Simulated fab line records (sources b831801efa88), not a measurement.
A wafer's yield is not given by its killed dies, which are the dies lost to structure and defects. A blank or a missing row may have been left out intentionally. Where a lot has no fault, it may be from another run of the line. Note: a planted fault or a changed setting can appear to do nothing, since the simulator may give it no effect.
A single fault, viewed from 2 desks / flow gf180mcu / each desk holds nothing but its own numbers, with what lay behind them at the end

AT THE METROLOGY DESK
Lot by lot, what the gauges showed, no matter which tool ran the lot: averages of those sampled wafers that carry a number. Any lot whose mean is over 4 standard deviations away from the usual mean is out of limits and marked OUT; that distance is given in the brackets.
Columns: A = SAB_CVD_00_THK at GF_SAB_THK_MEAS_01, usual 50.0 nm
lot=L119; first seen here=day 14 11:28; A=50.2
lot=L121; first seen here=day 15 02:48; A=50.0
lot=L122; first seen here=day 15 06:45; A=49.6
lot=L125; first seen here=day 16 04:21; A=50.4
lot=L126; first seen here=day 16 15:48; A=49.9
lot=L127; first seen here=day 17 03:13; A=51.2
lot=L128; first seen here=day 17 08:05; A=49.8
lot=L129; first seen here=day 17 14:06; A=50.4
lot=L130; first seen here=day 18 00:34; A=50.3
lot=L132; first seen here=day 18 18:22; A=49.0
lot=L135; first seen here=day 19 21:50; A=49.4
lot=L136; first seen here=day 20 04:18; A=53.0 (+4.8) OUT
lot=L138; first seen here=day 21 00:44; A=51.0
lot=L141; first seen here=day 21 20:11; A=49.9
Per this desk, out of limits: L136; the first was L136, day 20 04:18 (SAB_CVD_00_THK at GF_SAB_THK_MEAS_01). L119, L121, L122, L125, L126, L127, L128, L129, L130, L132, L135, L138, L141: within limits.

THE TOOL OWNER'S DESK: pecvd-03
The tool's own readings at GF_SAB_CVD_00 (deposits SiO2 from TEOS, target thk 50 nm, time 4.9302 s): means of the sampled wafers that have a number, for each lot that ran on this tool. Any lot whose mean is over 4 standard deviations away from the usual mean is out of limits and marked OUT; that distance is given in the brackets.
Columns: A = heater-power-w at GF_SAB_CVD_00, usual 637 W; B = susceptor-temp-C at GF_SAB_CVD_00, usual 400.00 C
lot=L122; first seen here=day 15 06:43; A=596; B=399.70
lot=L132; first seen here=day 18 18:20; A=589; B=400.07
lot=L135; first seen here=day 19 21:49; A=605; B=399.95
lot=L136; first seen here=day 20 04:17; A=545; B=400.17
lot=L138; first seen here=day 21 00:43; A=663; B=399.98
This desk's finding: nothing out of limits on any of the 5 lots.

BROUGHT TOGETHER
On L136, the metrology desk was in a position to raise an alarm at day 20 04:18.
The desk of the tool owner found nothing out of limits.
The tool owner's desk has L136 on record, within its limits.
GF_SAB_CVD_00 was run on pecvd-03 by each of the lots named.

WHAT WAS PUT IN BY THE SIMULATOR
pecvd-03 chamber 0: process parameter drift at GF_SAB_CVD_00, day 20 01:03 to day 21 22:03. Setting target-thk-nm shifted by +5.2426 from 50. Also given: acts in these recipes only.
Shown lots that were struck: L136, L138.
Delay in hours, fault start to first out-of-limits reading, per desk: metrology desk 3.
